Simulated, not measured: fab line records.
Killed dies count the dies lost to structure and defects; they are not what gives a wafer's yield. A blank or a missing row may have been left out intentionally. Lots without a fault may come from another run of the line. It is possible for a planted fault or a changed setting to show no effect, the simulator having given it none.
What tool caused it? ; flow gf180mcu ; Sampling: 13 lots, 39 wafers, 3 of 602 route steps

WHAT THE GAUGES READ, wafer by wafer
GF_M1_CD_MEAS_14: target cd 230 nm. Usual: cdNm at 230.0 nm, with a standard deviation of 1.
lot;measured;on;cdNm (nm);flag
L499;day 17 12:31;cdSem-02;229.1 229.8 229.3;
L500;day 17 17:34;cdSem-01;231.0 232.0 232.4;
L502;day 18 10:32;cdSem-02;228.9 229.0 229.2;
L503;day 18 14:13;cdSem-02;230.9 229.8 230.3;
L504;day 19 03:21;cdSem-02;229.0 228.2 227.9;
L506;day 19 20:02;cdSem-01;230.7 231.3 231.3;
L507;day 20 12:48;cdSem-02;230.1 231.6 231.2;
L509;day 21 03:41;cdSem-02;229.5 231.5 230.3;
L511;day 21 23:40;cdSem-01;230.1 230.3 229.5;
L512;day 22 02:01;cdSem-02;230.7 230.6 231.6;
L514;day 23 01:07;cdSem-01;229.5 229.3 229.2;
L520;day 25 07:27;cdSem-01;228.6 227.6 227.3;
L521;day 25 20:28;cdSem-01;228.5 227.8 227.6;

WHAT TOOL EACH LOT RAN ON (gives the tool, then ch and the chambers of the sampled wafers, and finally the start)
lot;GF_SALICIDE_WET_ETCH_01;GF_CONTACT_ETCH_16
L499;wetBench-03 ch 2, day 15 13:29;rieDiel-03 ch 0,1,3, day 16 12:07
L500;wetBench-04 ch 1, day 15 17:38;rieDiel-03 ch 1,2,3, day 16 17:13
L502;wetBench-01 ch 2, day 16 10:41;rieDiel-03 ch 1,2,3, day 17 10:49
L503;wetBench-03 ch 0, day 16 13:40;rieDiel-03 ch 0,1,3, day 17 13:46
L504;wetBench-01 ch 2, day 17 01:34;rieDiel-03 ch 0,1,3, day 18 02:01
L506;wetBench-01 ch 3, day 17 17:40;rieDiel-03 ch 0,1,2, day 18 18:33
L507;wetBench-04 ch 2, day 18 08:08;rieDiel-04 ch 0,1,3, day 19 10:34
L509;wetBench-01 ch 1, day 19 00:56;rieDiel-04 ch 0,1,3, day 20 02:31
L511;wetBench-01 ch 2, day 19 20:47;rieDiel-04 ch 0,1, day 20 22:12
L512;wetBench-01 ch 0, day 19 23:43;rieDiel-04 ch 1,3, day 21 01:07
L514;wetBench-03 ch 1, day 21 00:28;rieDiel-03 ch 2,3, day 22 01:10
L520;wetBench-01 ch 3, day 23 09:28;rieDiel-04 ch 0,1,2, day 24 08:39
L521;wetBench-01 ch 0, day 23 22:34;rieDiel-04 ch 1,2,3, day 24 21:55
- GF_SALICIDE_WET_ETCH_01: etches SiO2 in dHF, target depth 5 nm, time 100 s.
- GF_CONTACT_ETCH_16: etches BARC in N2/H2.

WHAT THE TOOLS THEMSELVES READ (means of the sampled wafers that have a number; where no wafer has one, the mark that the record gives instead)
GF_SALICIDE_WET_ETCH_01. Usual: bathHeatDutyPct 6.2 %, standard deviation 0.55; runLengthS 127.4 s, standard deviation 2.6.
lot;tool;bathHeatDutyPct (%);runLengthS (s);flag
L499;wetBench-03;5.9;126.2;
L500;wetBench-04;5.8;125.8;
L502;wetBench-01;6.2;128.6;
L503;wetBench-03;6.4;126.4;
L504;wetBench-01;6.2;126.5;
L506;wetBench-01;6.9;126.2;
L507;wetBench-04;6.8;128.1;
L509;wetBench-01;6.0;126.0;
L511;wetBench-01;6.5;202.8;OFF
L512;wetBench-01;6.1;208.1;OFF
L514;wetBench-03;5.5;125.6;
L520;wetBench-01;6.7;124.9;
L521;wetBench-01;5.6;125.8;

GF_CONTACT_ETCH_16. Usual: drypumpMotorCurrentA 5.6 A, standard deviation 0.37; oesProductAu 0.855 a.u., standard deviation 0.0051; rfFwdPowerW 495.3 W, standard deviation 2.3; throttleValvePct 13.225 %, standard deviation 0.0093.
lot;tool;drypumpMotorCurrentA (A);oesProductAu (a.u.);rfFwdPowerW (W);throttleValvePct (%);flag
L499;rieDiel-03;5.3;0.857;494.2;13.225;
L500;rieDiel-03;5.6;0.854;492.8;13.229;
L502;rieDiel-03;5.6;0.858;494.7;13.223;
L503;rieDiel-03;5.3;0.857;493.1;13.225;
L504;rieDiel-03;5.3;0.858;495.4;13.226;
L506;rieDiel-03;5.3;0.853;495.3;13.227;
L507;rieDiel-04;5.6;0.854;495.1;13.220;
L509;rieDiel-04;5.7;0.854;496.5;13.226;
L511;rieDiel-04;5.7;0.857;496.9;13.219;
L512;rieDiel-04;5.5;0.854;495.7;13.222;
L514;rieDiel-03;5.6;0.857;496.6;13.228;
L520;rieDiel-04;5.9;0.857;495.7;13.221;
L521;rieDiel-04;5.8;0.852;496.3;13.234;

THE ANSWER, worked out from the rows above alone
Rule: a lot is off if the mean of its wafers that have a number lies more than 3 standard deviations from the usual mean. Also off: a lot with no number at a reading for which 4 or more lots have one. Any other lot the step has rows for is counted as sound. Order of review: gauges by route order, followed by the tools' own readings, for which a lot's mean as printed above is used. The first step at which some lot is off is used, and at that step the reading that is off furthest; a lot without a number counts as furthest.
Off at GF_SALICIDE_WET_ETCH_01 (runLengthS): L511, L512.
A tool fits if, at that step or a process step before it, it ran every lot that is off, and no sound lot after the first of them. No candidate that was tried fits.

WHAT WAS PUT IN BY THE SIMULATOR
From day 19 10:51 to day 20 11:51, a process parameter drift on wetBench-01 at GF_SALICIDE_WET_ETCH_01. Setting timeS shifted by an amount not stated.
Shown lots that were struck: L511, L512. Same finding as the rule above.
